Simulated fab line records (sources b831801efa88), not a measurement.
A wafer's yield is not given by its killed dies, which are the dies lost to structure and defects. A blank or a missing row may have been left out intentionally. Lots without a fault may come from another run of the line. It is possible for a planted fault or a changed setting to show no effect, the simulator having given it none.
A struck lot beside a sound one :: flow sky130 :: 14 steps out of a route of 708
Sound: these wafers, L752.3, L752.4, L752.5. Wafers struck: L746.1, L746.3, L746.6. Last of all comes the cause.
At each step with rows: each side's tool, then ch and its chambers, then its first start. Under that, the readings that differ: sound wafers :: struck wafers :: difference of the means :: sigmas: that difference in standard deviations of wafers without a fault.
alike: readings with means less than 2 such deviations apart, plus words and numbers identical on both sides. not compared: withheld readings, readings lacking a value on some wafer, bounds such as >300 that could conceal the same value, and numbers that have no deviation in the record and whose values overlap.
Wherever a step has rows on one side only, a row that says differs or no value, or a row with sigmas, the two part there. Numbers that don't overlap but have no deviation are shown without sigmas and don't part them. A reading that every wafer of one side lacks parts them only if that side has two wafers or more.

first, 4 steps without rows for these wafers: SKY_METAL2_STRIP_21 (strips in post etch residue remover, time 1200 s); SKY_METAL2_CLEAN_22 (cleans in IPA, time 180 s); SKY_METAL2_CLEAN_23 (cleans in O3/DIW); SKY_VIA2_HDPCVD_00 (deposits SiO2, target thk 1180 nm, time 196.7 s).
SKY_VIA2_THK_MEAS_01:
  sound: film-metro-04 at day 40 12:33; struck: film-metro-02 at day 39 00:19
  alike: VIA2_HDPCVD_THK
SKY_VIA2_CMP_02: polishes SiO2.
  sound on cmp-01 ch 0,2, day 40 12:35; struck on cmp-02 ch 1,2,3, day 39 00:29
reading: motor-current-A (A)
sound: 10.8 12.2 10.8
struck: 12.7 13.0 15.2
difference: +2.4
sigmas: +3
SKY_VIA2_BOW_MEAS_03:
  sound: film-metro-04 at day 40 12:56; struck: film-metro-01 at day 39 00:41
  alike: VIA2_BOW
then, 5 steps without rows for these wafers: SKY_VIA2_DEHYDRATE_04 (time 60 s); SKY_VIA2_HMDS_05 (prime time 60 s); SKY_VIA2_COAT_06 (resist thk 60 nm); SKY_VIA2_COAT_07 (resist thk 450 nm); SKY_VIA2_SOFTBAKE_08 (time 90 s).
SKY_VIA2_EXPOSE_09: exposes mask VIM2, target cd 200 nm.
  struck on krf-scanner-02, day 39 13:46; sound on krf-scanner-01 ch 0, day 41 01:22
  no value came back on the struck wafers for exposure-dose-mJ-cm2, focus-offset-nm (nm); on the sound wafers exposure-dose-mJ-cm2 reads 37.94 37.92 37.94
  alike: mask
after that, 1 step had no rows for these wafers: SKY_VIA2_PEB_10.

## WHERE THEY PART
At SKY_VIA2_CMP_02 first; at SKY_VIA2_EXPOSE_09 last (within this record only).

WHY: what had been put in by the simulator
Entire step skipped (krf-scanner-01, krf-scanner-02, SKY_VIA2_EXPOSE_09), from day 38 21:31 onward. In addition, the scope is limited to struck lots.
